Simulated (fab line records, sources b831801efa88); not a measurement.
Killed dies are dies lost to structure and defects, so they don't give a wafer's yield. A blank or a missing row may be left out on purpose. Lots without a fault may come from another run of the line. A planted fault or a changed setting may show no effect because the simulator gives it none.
fab line records | flow sky130
record lots=5 wafers=15 last_day=50
route steps=708 shown LI_CONTACT@383 LOCAL_INTERCONNECT@387 CONTACT@406
lots that met no fault: from a run of the same line without faults
start_h: hours from the record's first day to the start of the lot's first wafer shown | wait_h: hours since the lot's step before | " the same as in the row above | L1.1+2: a row that stands for several wafers | - no value, or no start given | * or withheld: withheld | < > ~ a bound
route shown NAME@n: a module of which the file shows steps, and the number in the route of the first | usual: mean/standard deviation of fault-free wafers | same: alike in all rows | chamber/n: place in a boat | sites: the reading at each site | _std_site: their standard deviation | _edge_site: outer sites' mean less inner sites' | radius_mm: how far each site lies from the wafer's centre | mask NAME#n: copy n | behind: the tool/chamber that last shaped the wafer | hold: why the lot was held/for how many hours/how that ended | device: the transistor (n, p or np) that didn't switch | end of line: the same wafers' tests at the end of the route | a step without rows: its recipe alone | killed: dies lost to structure and defects at the first sort, not the wafer's yield | map: a wafer's dies, x killed, . not, _ none there
set.NAME: the setting as run; set.NAME@STEP: as run at that earlier step | model.NAME: the simulator's own value behind a step, which no gauge read
lots at some steps of the route; a table a step, a row a wafer
services: from which hour (start_h, from the record's first day; less than 0 if before it) a tool's chamber was out of use, for how many hours, and why
## steps
# step SKY_LI_CONTACT_CVD_21
# recipe material=W target_thk_nm=400 time_s=120.56 temp_c=400 pressure_torr=40
# usual chamber_pressure_Torr=39.99/0.081 heater_power_w=852/59
# columns lot.wafer tool chamber start_h wait_h chamber_pressure_Torr heater_power_w
L075.2 cvd_w-02 0 707.61 0.0 40.00 881
L075.3 " 0 " " 40.00 902
L075.6 " 1 " " 39.91 860
L088.1 cvd_w-01 0 804.42 0.0 39.89 776
L088.5 " 0 " " 39.93 755
L088.6 " 1 " " 39.95 895
L091.1 cvd_w-02 0 822.83 0.0 39.94 909
L091.2 " 1 " " 39.96 877
L091.5 " 0 " " 39.96 895
L096.3 cvd_w-02 1 850.67 0.1 39.92 886
L096.4 " 0 " " 40.09 939
L096.5 " 1 " " 39.95 873
L097.3 cvd_w-02 0 853.76 0.1 39.72 886
L097.4 " 1 " " 40.00 845
L097.5 " 0 " " 39.87 915
# step SKY_LI_CONTACT_RS_MEAS_22
# recipe thk_meas_gauge=four-point-probe reads=W_of_LI_CONTACT_CVD_21+TiN_of_LI_CONTACT_SPUTTER_20+Ti_of_LI_CONTACT_SPUTTER_19
# usual LI_CONTACT_W_RS=0.283/0.0035
# columns lot.wafer tool chamber start_h wait_h LI_CONTACT_W_RS[ohm/sq]
L075.2 film_metro-02 - 707.75 0.1 0.276
L075.3 " - " " 0.278
L075.6 " - " " 0.282
L088.1 film_metro-02 - 804.55 0.1 0.280
L088.5 " - " " 0.284
L088.6 " - " " 0.282
L091.1 film_metro-02 - 822.96 0.1 0.278
L091.2 " - " " 0.284
L091.5 " - " " 0.276
L096.3 film_metro-03 - 850.79 0.1 0.287
L096.4 " - " " 0.279
L096.5 " - " " 0.286
L097.3 film_metro-02 - 853.88 0.1 0.279
L097.4 " - " " 0.286
L097.5 " - " " 0.276
# step SKY_LI_CONTACT_THK_MEAS_23
# recipe thk_meas_gauge=xrf reads=W_of_LI_CONTACT_CVD_21
# usual LI_CONTACT_W_THK=411/5.8
# columns lot.wafer tool chamber start_h wait_h LI_CONTACT_W_THK[nm]
L075.2 film_metro-02 - 707.86 0.1 414
L075.3 " - " " 413
L075.6 " - " " 409
L088.1 film_metro-02 - 804.67 0.1 416
L088.5 " - " " 413
L088.6 " - " " 410
L091.1 film_metro-02 - 823.08 0.1 414
L091.2 " - " " 405
L091.5 " - " " 418
L096.3 film_metro-03 - 850.89 0.1 411
L096.4 " - " " 421
L096.5 " - " " 408
L097.3 film_metro-02 - 853.98 0.1 414
L097.4 " - " " 405
L097.5 " - " " 418
# step SKY_LI_CONTACT_CMP_24
# recipe stop_on=PSG t_overpolish_s=20 down_force_psi=3.5 platen_rpm=60 target_thk_nm=0 pad_velocity_m_s=0.94248
# usual edge_zone_pressure_frac=1.001/0.0048 motor_current_A=10.6/1.6 overpolish_run_s=20.001/0.009 platen_rpm=60.00/0.039 retaining_ring_pressure_frac=1.000/0.0052 time_to_endpoint_s=97/4
# same t_overpolish_s=20
# columns lot.wafer tool chamber start_h wait_h edge_zone_pressure_frac motor_current_A overpolish_run_s platen_rpm retaining_ring_pressure_frac time_to_endpoint_s
L075.3 cmp-01 1 708.01 0.1 1.003 11.0 20.004 59.97 1.010 99
L075.2 " 2 " " 1.004 11.1 19.990 60.05 1.001 104
L075.6 " 3 " " 1.002 9.4 20.001 60.01 1.003 100
L088.1 cmp-01 0 804.83 0.1 1.005 7.8 19.977 59.96 0.994 100
L088.6 " 2 " " 1.006 12.0 20.008 60.01 1.000 99
L088.5 " 3 " " 1.012 9.8 20.004 60.02 1.003 99
L091.2 cmp-02 0 823.14 0.0 0.995 10.6 19.995 59.97 1.007 101
L091.1 " 2 " " 0.997 14.0 20.005 59.98 1.002 99
L091.5 " 0 " " 1.000 11.0 19.988 60.01 1.003 103
L096.4 cmp-02 1 850.98 0.1 1.001 10.7 19.984 60.03 0.997 99
L096.3 " 3 " " 1.009 11.2 19.992 60.01 0.994 97
L096.5 " 0 " " 1.001 10.1 19.998 60.01 0.989 98
L097.3 cmp-01 3 854.02 0.0 1.008 9.8 20.014 59.99 1.002 96
L097.4 " 1 " " 1.002 12.3 20.004 60.10 0.991 96
L097.5 " 3 " " 1.001 9.1 19.992 60.04 0.999 99
# step SKY_LOCAL_INTERCONNECT_SPUTTER_00
# recipe material=TiN target_thk_nm=100 temp_c=300 power_w=6500 time_s=83.3 chamber_pressure_pa=0.4
# usual chamber_pressure_pa=0.3999/0.00082 substrate_temp_c=300.00/0.2 throttle_valve_pct=30.2/0.77
# columns lot.wafer tool chamber start_h wait_h chamber_pressure_pa substrate_temp_c throttle_valve_pct
L075.2 pvd_sputter-04 - 708.21 0.1 0.4000 300.02 30.1
L075.3 " - " " 0.4005 300.07 29.8
L075.6 " - " " 0.4002 300.16 30.0
L088.1 pvd_sputter-04 - 805.03 0.1 0.4007 299.54 30.3
L088.5 " - " " 0.4006 299.68 30.1
L088.6 " - " " 0.4006 299.65 30.3
L091.1 pvd_sputter-02 - 823.44 0.1 0.4008 300.37 31.4
L091.2 " - " " 0.4010 300.06 31.9
L091.5 " - " " 0.3987 299.91 30.9
L096.3 pvd_sputter-01 - 851.23 0.1 0.4006 300.19 28.8
L096.4 " - " " 0.4017 299.96 29.0
L096.5 " - " " 0.4005 300.07 29.4
L097.3 pvd_sputter-01 - 854.32 0.2 0.4003 299.95 29.9
L097.4 " - " " 0.3999 300.16 30.1
L097.5 " - " " 0.3996 299.82 28.8
# step SKY_LOCAL_INTERCONNECT_RS_MEAS_01
# recipe thk_meas_gauge=four-point-probe reads=TiN_of_LOCAL_INTERCONNECT_SPUTTER_00
# usual LOCAL_INTERCONNECT_TIN_RS=14.14/0.14
# columns lot.wafer tool chamber start_h wait_h LOCAL_INTERCONNECT_TIN_RS[ohm/sq]
L075.2 film_metro-02 - 708.30 0.1 14.16
L075.3 " - " " 14.22
L075.6 " - " " 14.23
L088.1 film_metro-02 - 805.09 0.0 14.34
L088.5 " - " " 14.23
L088.6 " - " " 14.25
L091.1 film_metro-04 - 823.50 0.0 14.37
L091.2 " - " " 14.17
L091.5 " - " " 14.19
L096.3 film_metro-01 - 851.33 0.1 14.01
L096.4 " - " " 13.91
L096.5 " - " " 14.05
L097.3 film_metro-04 - 854.43 0.1 14.13
L097.4 " - " " 14.00
L097.5 " - " " 14.04
# step SKY_LOCAL_INTERCONNECT_THK_MEAS_02
# recipe thk_meas_gauge=xrf reads=TiN_of_LOCAL_INTERCONNECT_SPUTTER_00
# usual LOCAL_INTERCONNECT_TIN_THK=100.8/0.93
# columns lot.wafer tool chamber start_h wait_h LOCAL_INTERCONNECT_TIN_THK[nm]
L075.2 film_metro-02 - 708.41 0.1 101.1
L075.3 " - " " 101.0
L075.6 " - " " 100.7
L088.1 film_metro-02 - 805.21 0.1 99.9
L088.5 " - " " 100.3
L088.6 " - " " 100.7
L091.1 film_metro-04 - 823.62 0.1 100.0
L091.2 " - " " 101.2
L091.5 " - " " 101.2
L096.3 film_metro-01 - 851.43 0.1 100.8
L096.4 " - " " 102.6
L096.5 " - " " 100.9
L097.3 film_metro-04 - 854.53 0.1 100.6
L097.4 " - " " 101.6
L097.5 " - " " 101.8
# step SKY_LOCAL_INTERCONNECT_DEHYDRATE_03
# recipe temp_c=200 time_s=60
# columns lot.wafer tool chamber start_h wait_h
L075.2+3+6 litho_track-03 0 721.67 13.3
L088.1+5+6 litho_track-04 0 818.15 12.9
L091.1+2+5 litho_track-02 0 836.55 12.9
L096.3+4+5 litho_track-03 0 864.44 13.0
L097.3+4+5 litho_track-02 0 867.70 13.2
# step SKY_LOCAL_INTERCONNECT_HMDS_04
# recipe prime_time_s=60 prime_temp_c=120
# columns lot.wafer tool chamber start_h wait_h
L075.2+3+6 litho_track-03 0 721.82 0.1
L088.1+5+6 litho_track-04 0 818.30 0.1
L091.1+2+5 litho_track-02 0 836.70 0.1
L096.3+4+5 litho_track-03 0 864.59 0.1
L097.3+4+5 litho_track-02 0 867.85 0.1
# step SKY_LOCAL_INTERCONNECT_COAT_05
# recipe resist=BARC temp_c=withheld time_s=withheld spin_rpm=3000 resist_thk_nm=60
# columns lot.wafer tool chamber start_h wait_h
L075.2+3+6 litho_track-03 0 721.97 0.1
L088.1+5+6 litho_track-04 0 818.45 0.1
L091.1+2+5 litho_track-02 0 836.85 0.1
L096.3+4+5 litho_track-03 0 864.74 0.1
L097.3+4+5 litho_track-02 0 868.00 0.1
# step SKY_LOCAL_INTERCONNECT_COAT_06
# recipe resist=KrF-thick spin_rpm=3000 resist_thk_nm=450
# columns lot.wafer tool chamber start_h wait_h
L075.2+3+6 litho_track-03 0 - -
L088.1+5+6 litho_track-04 0 - -
L091.1+2+5 litho_track-02 0 - -
L096.3+4+5 litho_track-03 0 - -
L097.3+4+5 litho_track-02 0 - -
# step SKY_LOCAL_INTERCONNECT_SOFTBAKE_07
# recipe temp_c=100 time_s=90 resist=KrF-thick
# columns lot.wafer tool chamber start_h wait_h
L075.2+3+6 litho_track-03 0 - -
L088.1+5+6 litho_track-04 0 - -
L091.1+2+5 litho_track-02 0 - -
L096.3+4+5 litho_track-03 0 - -
L097.3+4+5 litho_track-02 0 - -
# step SKY_LOCAL_INTERCONNECT_EXPOSE_08
# recipe mask_id=LI1M na=0.8 source_shape=annular sigma_inner=0.55 sigma_outer=0.85 target_cd_nm=170 dose_mj=28
# columns lot.wafer tool chamber start_h wait_h mask
L075.2+3+6 krf_scanner-01 0 - - LI1M#0
L088.1+5+6 krf_scanner-01 0 - - LI1M#0
L091.1+2+5 krf_scanner-01 0 - - LI1M#0
L096.3+4+5 krf_scanner-02 0 - - LI1M#0
L097.3+4+5 krf_scanner-01 0 - - LI1M#0
# step SKY_LOCAL_INTERCONNECT_PEB_09
# recipe peb_temp_c=withheld peb_time_s=withheld resist=KrF-thick
# columns lot.wafer tool chamber start_h wait_h
L075.2+3+6 litho_track-04 0 - -
L088.1+5+6 litho_track-03 0 - -
L091.1+2+5 litho_track-02 0 - -
L096.3+4+5 litho_track-02 0 - -
L097.3+4+5 litho_track-04 0 - -
# step SKY_LOCAL_INTERCONNECT_DEVELOP_10
# recipe develop_time_s=60 resist=KrF-thick dev_temp_c=21
# usual developer_temp_C=21.01/0.11
# columns lot.wafer tool chamber start_h wait_h developer_temp_C
L075.2 litho_track-04 0 - - 21.10
L075.3 " 0 " " 21.01
L075.6 " 0 " " 20.86
L088.1 litho_track-03 0 - - 21.10
L088.5 " 0 " " 21.05
L088.6 " 0 " " 21.01
L091.1 litho_track-02 0 - - 21.17
L091.2 " 0 " " 21.18
L091.5 " 0 " " 21.09
L096.3 litho_track-02 0 - - 20.95
L096.4 " 0 " " 20.85
L096.5 " 0 " " 21.04
L097.3 litho_track-04 0 - - 21.02
L097.4 " 0 " " 20.95
L097.5 " 0 " " 20.96
# step SKY_LOCAL_INTERCONNECT_CD_MEAS_11
# recipe target_cd_nm=170
# usual cd_nm=170.4/1.6
# columns lot.wafer tool chamber start_h wait_h cd_nm
L075.2 cd_sem-02 - 735.27 - 171.0
L075.3 " - " " 169.8
L075.6 " - " " 170.0
L088.1 cd_sem-02 - 831.84 - 172.0
L088.5 " - " " 171.8
L088.6 " - " " 172.1
L091.1 cd_sem-01 - 849.05 - 169.1
L091.2 " - " " 170.1
L091.5 " - " " 168.9
L096.3 cd_sem-01 - 877.19 - 170.2
L096.4 " - " " 171.6
L096.5 " - " " 169.6
L097.3 cd_sem-01 - 881.31 - 170.6
L097.4 " - " " 170.4
L097.5 " - " " 170.9
# step SKY_LOCAL_INTERCONNECT_OVL_MEAS_12
# usual LOCAL_INTERCONNECT_OVL=-4/5.4
# columns lot.wafer tool chamber start_h wait_h LOCAL_INTERCONNECT_OVL[nm]
L075.2 overlay-01 - 735.37 0.1 -3
L075.3 " - " " -12
L075.6 " - " " -11
L088.1 overlay-01 - 831.96 0.1 -4
L088.5 " - " " -6
L088.6 " - " " -7
L091.1 overlay-01 - 849.17 0.1 -7
L091.2 " - " " -8
L091.5 " - " " -2
L096.3 overlay-01 - 877.29 0.1 -10
L096.4 " - " " -9
L096.5 " - " " -6
L097.3 overlay-02 - 881.40 0.1 -1
L097.4 " - " " 3
L097.5 " - " " -8
# step SKY_LOCAL_INTERCONNECT_ETCH_13
# recipe chemistry=N2/H2 target=BARC ion_energy_ev=200 bias_w=100 pressure_mtorr=30 n2_flow_sccm=100 h2_flow_sccm=200 icp_w=500 stop_on=SiO2 time_s=45.9 target_depth_a=600
# usual drypump_motor_current_A=5.94/0.26 h2_flow_sccm=200.0/0.57 oes_product_au=0.855/0.0049 throttle_valve_pct=13.225/0.0089
# columns lot.wafer tool chamber start_h wait_h drypump_motor_current_A h2_flow_sccm oes_product_au rf_hours_counter_h throttle_valve_pct
L075.2 rie_metal-04 0 735.40 0.0 5.75 200.6 0.847 11 13.223
L075.3 " 0 " " 5.74 200.1 0.860 - 13.203
L075.6 " 1 " " 5.79 199.2 0.854 - 13.233
L088.1 rie_metal-02 1 832.00 0.0 5.71 201.5 0.849 16 13.223
L088.5 " 0 " " 6.15 199.6 0.857 - 13.220
L088.6 " 1 " " 5.66 200.8 0.854 - 13.220
L091.1 rie_metal-03 1 849.21 0.0 6.39 200.2 0.854 15 13.222
L091.2 " 0 " " 5.82 200.1 0.851 0 13.238
L091.5 " 1 " " 6.40 200.1 0.865 - 13.233
L096.3 rie_metal-02 0 877.33 0.0 6.18 200.1 0.854 - 13.221
L096.4 " 1 " " 5.68 199.8 0.854 - 13.220
L096.5 " 1 " " 5.69 200.5 0.856 - 13.222
L097.3 rie_metal-02 0 881.47 0.1 6.16 200.0 0.858 - 13.239
L097.4 " 0 " " 6.16 200.3 0.852 - 13.234
L097.5 " 0 " " 6.16 200.0 0.855 - 13.229
# step SKY_LOCAL_INTERCONNECT_METAL_ETCH_14
# recipe target_depth_nm=110 stop_on=PSG chemistry=Cl2/BCl3 target=TiN resist_sidewall_deg=88 pressure_mtorr=10 icp_w=900 bias_w=48.5 Cl2_flow_sccm=60 bcl3_flow_sccm=30 time_s=31.4
# usual bcl3_flow_sccm=30.00/0.09 drypump_motor_current_A=5.93/0.27 oes_product_au=0.942/0.007 throttle_valve_pct=21.902/0.0094
# columns lot.wafer tool chamber start_h wait_h bcl3_flow_sccm drypump_motor_current_A oes_product_au rf_hours_counter_h throttle_valve_pct
L075.2 rie_metal-04 0 735.46 0.0 29.93 5.75 0.941 11 21.901
L075.3 " 0 " " 29.97 5.73 0.934 - 21.914
L075.6 " 1 " " 29.88 5.77 0.940 - 21.897
L088.1 rie_metal-02 1 832.06 0.0 29.90 5.67 0.932 16 21.899
L088.5 " 0 " " 29.98 6.13 0.934 - 21.889
L088.6 " 1 " " 30.12 5.67 0.936 - 21.897
L091.1 rie_metal-03 1 849.27 0.0 30.07 6.35 0.932 15 21.910
L091.2 " 0 " " 30.10 5.84 0.941 0 21.907
L091.5 " 1 " " 29.92 6.38 0.935 - 21.897
L096.3 rie_metal-02 0 877.39 0.0 30.03 6.14 0.940 - 21.900
L096.4 " 1 " " 29.96 5.65 0.952 - 21.888
L096.5 " 1 " " 29.94 5.65 0.940 - 21.913
L097.3 rie_metal-02 0 881.59 0.1 30.11 6.14 0.946 - 21.899
L097.4 " 0 " " 29.91 6.13 0.951 - 21.898
L097.5 " 0 " " 30.07 6.13 0.953 - 21.909
# step SKY_LOCAL_INTERCONNECT_STRIP_15
# recipe chemistry=O2/N2 power_w=1400 pressure_mtorr=1500 platen_temp_c=withheld o2_flow_sccm=3000 n2_flow_sccm=300 overash_fraction=0.5
# usual drypump_motor_current_A=5.7/0.43 oes_product_au=0.427/0.0045 strip_time_to_endpoint_s=4.731/0.021
# columns lot.wafer tool chamber start_h wait_h drypump_motor_current_A oes_product_au rf_hours_counter_h strip_time_to_endpoint_s
L075.2 plasma_asher-01 1 735.52 0.0 6.2 0.425 27 4.700
L075.3 " 0 " " 5.2 0.424 - 4.708
L075.6 " 1 " " 6.2 0.426 - 4.684
L088.1 plasma_asher-04 0 832.11 0.0 5.2 0.421 9 4.742
L088.5 " 1 " " 6.0 0.426 - 4.720
L088.6 " 0 " " 5.2 0.433 - 4.717
L091.1 plasma_asher-03 1 849.32 0.0 5.6 0.428 103 4.709
L091.2 " 0 " " 6.1 0.415 103 4.730
L091.5 " 1 " " 5.6 0.430 - 4.729
L096.3 plasma_asher-03 1 877.46 0.1 5.6 0.427 - 4.724
L096.4 " 0 " " 6.1 0.431 - 4.725
L096.5 " 1 " " 5.6 0.426 - 4.731
L097.3 plasma_asher-01 1 881.69 0.1 6.3 0.425 - 4.760
L097.4 " 0 " " 5.2 0.426 - 4.758
L097.5 " 1 " " 6.3 0.423 - 4.763
# step SKY_LOCAL_INTERCONNECT_STRIP_16
# recipe chemistry=post_etch_residue_remover time_s=1200 temp_c=72.5
# usual bath_guard_temp_C=72.7/0.51
# columns lot.wafer tool chamber start_h wait_h bath_guard_temp_C
L075.2 wet_bench-03 1 735.62 0.1 72.6
L075.3 " 1 " " 72.7
L075.6 " 1 " " 73.1
L088.1 wet_bench-01 3 832.21 0.1 72.8
L088.5 " 3 " " 72.6
L088.6 " 3 " " 72.4
L091.1 wet_bench-01 0 849.42 0.1 73.2
L091.2 " 0 " " 73.1
L091.5 " 0 " " 72.9
L096.3 wet_bench-01 1 877.52 0.0 72.8
L096.4 " 1 " " 72.4
L096.5 " 1 " " 72.3
L097.3 wet_bench-01 2 881.76 0.0 72.2
L097.4 " 2 " " 72.0
L097.5 " 2 " " 72.6
# step SKY_LOCAL_INTERCONNECT_CLEAN_17
# recipe chemistry=IPA time_s=180 temp_c=25
# columns lot.wafer tool chamber start_h wait_h
L075.2+3+6 wet_bench-04 1 735.99 0.0
L088.1+5+6 wet_bench-03 2 832.56 0.0
L091.1+2+5 wet_bench-03 2 849.77 0.0
L096.3+4+5 wet_bench-03 0 877.87 0.0
L097.3+4+5 wet_bench-03 2 882.10 0.0
# step SKY_LOCAL_INTERCONNECT_CLEAN_18
# recipe chemistry=O3/DIW dry=n2_spin
# columns lot.wafer tool chamber start_h wait_h
L075.2+3+6 wet_bench-01 0 736.05 0.0
L088.1+5+6 wet_bench-04 0 832.61 0.0
L091.1+2+5 wet_bench-03 0 849.82 0.0
L096.3+4+5 wet_bench-04 1 877.92 0.0
L097.3+4+5 wet_bench-04 3 882.16 0.0
# step SKY_CONTACT_CVD_00
# recipe material=Si3N4 target_thk_nm=75 temp_c=400 time_s=withheld rf_w=450
# usual heater_power_w=714/100
# columns lot.wafer tool chamber start_h wait_h heater_power_w
L075.2 pecvd-02 2 736.14 0.0 623
L075.3 " 1 " " 784
L075.6 " 2 " " 667
L088.1 pecvd-03 1 832.71 0.0 770
L088.5 " 0 " " 743
L088.6 " 2 " " 805
L091.1 pecvd-02 1 849.92 0.0 819
L091.2 " 2 " " 709
L091.5 " 2 " " 716
L096.3 pecvd-02 0 878.02 0.0 546
L096.4 " 1 " " 836
L096.5 " 2 " " 645
L097.3 pecvd-02 0 882.25 0.0 477
L097.4 " 2 " " 687
L097.5 " 0 " " 499
# step SKY_CONTACT_THK_MEAS_01
# recipe reads=Si3N4_of_CONTACT_CVD_00
# usual CONTACT_CVD_00_THK=75.2/0.88
# columns lot.wafer tool chamber start_h wait_h CONTACT_CVD_00_THK[nm]
L075.2 film_metro-04 - 736.18 - 75.9
L075.3 " - " " 76.0
L075.6 " - " " 77.4
L088.1 film_metro-01 - 832.75 - 75.0
L088.5 " - " " 76.2
L088.6 " - " " 76.3
L091.1 film_metro-04 - 849.95 - 74.3
L091.2 " - " " 74.5
L091.5 " - " " 75.9
L096.3 film_metro-03 - 878.07 - 74.7
L096.4 " - " " 76.0
L096.5 " - " " 75.6
L097.3 film_metro-01 - 882.31 - 74.5
L097.4 " - " " 74.8
L097.5 " - " " 75.3
# step SKY_CONTACT_HDPCVD_02
# recipe material=SiO2 target_thk_nm=565 sigma_open_frac=0.3 time_s=94.2 temp_c=600 sih4_flow_sccm=60 pressure_mtorr=6
# columns lot.wafer tool chamber start_h wait_h
L075.2+3+6 hdpcvd-02 0,2,2 736.23 0.0
L088.1+5+6 hdpcvd-01 2,1,2 832.81 0.1
L091.1+2+5 hdpcvd-01 0,1,2 850.01 0.1
L096.3+4+5 hdpcvd-02 0,2,1 878.11 0.0
L097.3+4+5 hdpcvd-01 1,0,1 882.35 0.0
# step SKY_CONTACT_THK_MEAS_03
# recipe reads=SiO2_of_CONTACT_HDPCVD_02
# usual CONTACT_HDPCVD_THK=565/7
# columns lot.wafer tool chamber start_h wait_h CONTACT_HDPCVD_THK[nm]
L075.2 film_metro-04 - 736.31 0.0 551
L075.3 " - " " 561
L075.6 " - " " 556
L088.1 film_metro-03 - 832.88 0.0 561
L088.5 " - " " 567
L088.6 " - " " 565
L091.1 film_metro-04 - 850.08 0.0 559
L091.2 " - " " 570
L091.5 " - " " 573
L096.3 film_metro-04 - 878.20 0.1 556
L096.4 " - " " 560
L096.5 " - " " 557
L097.3 film_metro-04 - 882.44 0.1 575
L097.4 " - " " 573
L097.5 " - " " 575
# step SKY_CONTACT_CMP_04
# recipe material=SiO2 down_force_psi=4 platen_rpm=60 pad_velocity_m_s=0.94248
# usual edge_zone_pressure_frac=1.000/0.0053 motor_current_A=11.7/1.7 platen_rpm=60.00/0.04 retaining_ring_pressure_frac=1.000/0.0051 time_to_endpoint_s=81/3.8
# columns lot.wafer tool chamber start_h wait_h edge_zone_pressure_frac motor_current_A platen_rpm retaining_ring_pressure_frac time_to_endpoint_s
L075.3 cmp-01 0 736.57 0.2 1.000 8.9 59.96 0.999 80
L075.2 " 1 " " 1.006 12.3 59.98 0.998 75
L075.6 " 2 " " 0.996 12.4 59.99 1.003 81
L088.1 cmp-02 0 832.94 0.1 1.002 11.2 59.96 1.009 82
L088.5 " 0 " " 0.994 11.4 60.04 1.007 83
L088.6 " 1 " " 1.001 11.2 60.01 0.997 79
L091.2 cmp-01 1 850.36 0.3 1.008 12.1 60.02 0.990 77
L091.1 " 2 " " 1.005 12.7 60.03 1.009 78
L091.5 " 1 " " 1.010 13.1 59.97 0.997 81
L096.3 cmp-01 0 878.24 0.0 1.004 9.0 60.05 1.001 83
L096.4 " 2 " " 1.011 12.4 59.97 0.993 82
L096.5 " 1 " " 1.001 12.7 60.00 1.010 77
L097.4 cmp-01 2 882.72 0.3 1.002 12.5 60.03 1.002 90
L097.3 " 3 " " 0.999 10.2 59.94 0.998 88
L097.5 " 0 " " 0.992 8.4 60.03 1.009 91
# step SKY_CONTACT_BOW_MEAS_05
# recipe mode=bow
# usual CONTACT_BOW=82/7.2
# columns lot.wafer tool chamber start_h wait_h CONTACT_BOW[um]
L075.2 film_metro-04 - 736.79 0.1 74
L075.3 " - " " 78
L075.6 " - " " 89
L088.1 film_metro-01 - 833.24 0.2 85
L088.5 " - " " 87
L088.6 " - " " 72
L091.1 film_metro-01 - 850.66 0.2 88
L091.2 " - " " 92
L091.5 " - " " 94
L096.3 film_metro-03 - 878.58 0.3 85
L096.4 " - " " 87
L096.5 " - " " 95
L097.3 film_metro-04 - 882.96 0.1 96
L097.4 " - " " 90
L097.5 " - " " 79
# step SKY_CONTACT_DEHYDRATE_06
# recipe temp_c=200 time_s=60
# columns lot.wafer tool chamber start_h wait_h
L075.2+3+6 litho_track-04 0 750.87 14.1
L088.1+5+6 litho_track-02 0 845.85 12.6
L091.1+2+5 litho_track-02 0 863.55 12.9
L096.3+4+5 litho_track-02 0 891.40 12.8
L097.3+4+5 litho_track-01 0 895.55 12.6
# step SKY_CONTACT_HMDS_07
# recipe prime_time_s=60 prime_temp_c=120
# columns lot.wafer tool chamber start_h wait_h
L075.2+3+6 litho_track-04 0 751.02 0.1
L088.1+5+6 litho_track-02 0 846.00 0.1
L091.1+2+5 litho_track-02 0 863.70 0.1
L096.3+4+5 litho_track-02 0 891.55 0.1
L097.3+4+5 litho_track-01 0 895.70 0.1
# step SKY_CONTACT_COAT_08
# recipe resist=BARC temp_c=withheld time_s=withheld spin_rpm=3000 resist_thk_nm=60
# columns lot.wafer tool chamber start_h wait_h
L075.2+3+6 litho_track-04 0 751.17 0.1
L088.1+5+6 litho_track-02 0 846.15 0.1
L091.1+2+5 litho_track-02 0 863.85 0.1
L096.3+4+5 litho_track-02 0 891.70 0.1
L097.3+4+5 litho_track-01 0 895.85 0.1
# step SKY_CONTACT_COAT_09
# recipe resist=KrF-thick spin_rpm=3000 resist_thk_nm=450
# columns lot.wafer tool chamber start_h wait_h
L075.2+3+6 litho_track-04 0 - -
L088.1+5+6 litho_track-02 0 - -
L091.1+2+5 litho_track-02 0 - -
L096.3+4+5 litho_track-02 0 - -
L097.3+4+5 litho_track-01 0 - -
# step SKY_CONTACT_SOFTBAKE_10
# recipe temp_c=100 time_s=90 resist=KrF-thick
# columns lot.wafer tool chamber start_h wait_h
L075.2+3+6 litho_track-04 0 - -
L088.1+5+6 litho_track-02 0 - -
L091.1+2+5 litho_track-02 0 - -
L096.3+4+5 litho_track-02 0 - -
L097.3+4+5 litho_track-01 0 - -
# step SKY_CONTACT_EXPOSE_11
# recipe mask_id=CTM1 na=0.8 source_shape=annular sigma_inner=0.55 sigma_outer=0.85 target_cd_nm=170 dose_mj=38
# columns lot.wafer tool chamber start_h wait_h mask
L075.2+3+6 krf_scanner-02 0 - - CTM1#0
L088.1+5+6 krf_scanner-01 0 - - CTM1#0
L091.1+2+5 krf_scanner-01 0 - - CTM1#0
L096.3+4+5 krf_scanner-01 0 - - CTM1#0
L097.3+4+5 krf_scanner-01 0 - - CTM1#0
# step SKY_CONTACT_PEB_12
# recipe peb_temp_c=withheld peb_time_s=withheld resist=KrF-thick
# columns lot.wafer tool chamber start_h wait_h
L075.2+3+6 litho_track-02 0 - -
L088.1+5+6 litho_track-04 0 - -
L091.1+2+5 litho_track-01 0 - -
L096.3+4+5 litho_track-01 0 - -
L097.3+4+5 litho_track-01 0 - -
# step SKY_CONTACT_DEVELOP_13
# recipe develop_time_s=60 resist=KrF-thick dev_temp_c=21
# usual developer_temp_C=21.00/0.12
# columns lot.wafer tool chamber start_h wait_h developer_temp_C
L075.2 litho_track-02 0 - - 21.09
L075.3 " 0 " " 21.01
L075.6 " 0 " " 21.00
L088.1 litho_track-04 0 - - 20.92
L088.5 " 0 " " 21.04
L088.6 " 0 " " 20.90
L091.1 litho_track-01 0 - - 21.04
L091.2 " 0 " " 20.99
L091.5 " 0 " " 21.04
L096.3 litho_track-01 0 - - 20.80
L096.4 " 0 " " 20.80
L096.5 " 0 " " 20.95
L097.3 litho_track-01 0 - - 20.82
L097.4 " 0 " " 21.03
L097.5 " 0 " " 21.08
# step SKY_CONTACT_CD_MEAS_14
# recipe target_cd_nm=170
# usual cd_nm=169.8/1.6
# columns lot.wafer tool chamber start_h wait_h cd_nm
L075.2 cd_sem-01 - 764.52 - 169.9
L075.3 " - " " 169.0
L075.6 " - " " 170.8
L088.1 cd_sem-01 - 858.60 - 171.5
L088.5 " - " " 171.5
L088.6 " - " " 170.6
L091.1 cd_sem-01 - 876.50 - 170.7
L091.2 " - " " 169.9
L091.5 " - " " 170.8
L096.3 cd_sem-02 - 904.59 - 168.3
L096.4 " - " " 168.6
L096.5 " - " " 168.1
L097.3 cd_sem-02 - 908.49 - 171.3
L097.4 " - " " 171.7
L097.5 " - " " 173.8
# step SKY_CONTACT_OVL_MEAS_15
# usual CONTACT_OVL=1/4.8
# columns lot.wafer tool chamber start_h wait_h CONTACT_OVL[nm]
L075.2 overlay-01 - 764.63 0.1 -2
L075.3 " - " " -7
L075.6 " - " " -2
L088.1 overlay-01 - 858.72 0.1 4
L088.5 " - " " 5
L088.6 " - " " 2
L091.1 overlay-02 - 876.62 0.1 6
L091.2 " - " " 2
L091.5 " - " " 2
L096.3 overlay-02 - 904.68 0.1 0
L096.4 " - " " -9
L096.5 " - " " -3
L097.3 overlay-01 - 908.58 0.1 4
L097.4 " - " " 2
L097.5 " - " " 8
## services
# columns tool chamber start_h hours kind
cmp-02 - 687.29 3.5 repair
cmp-02 - 688.79 3.8 repair
krf_scanner-01 - 692.61 1.0 pm
pecvd-02 2 694.12 5.1 repair
pecvd-02 - 710.57 2.8 pm
krf_scanner-01 - 724.85 0.2 repair
cmp-01 - 730.70 0.3 repair
cmp-02 - 735.54 4.9 pm
cmp-02 - 744.37 4.0 pm
hdpcvd-01 - 747.56 1.0 repair
krf_scanner-01 - 752.08 0.8 pm
wet_bench-03 - 775.13 6.2 repair
krf_scanner-01 - 799.93 1.3 pm
wet_bench-01 - 800.90 1.8 repair
krf_scanner-01 - 815.83 0.6 repair
rie_metal-02 - 826.27 0.3 repair
pecvd-02 - 827.32 0.5 repair
cvd_w-02 - 827.84 0.3 repair
cmp-01 - 837.63 7.8 pm
krf_scanner-01 - 842.00 0.2 repair
krf_scanner-01 - 855.79 6.1 repair
krf_scanner-01 - 861.89 1.0 pm
cmp-01 - 874.58 1.3 repair
rie_metal-02 0 899.43 2.2 repair
## key
fault none
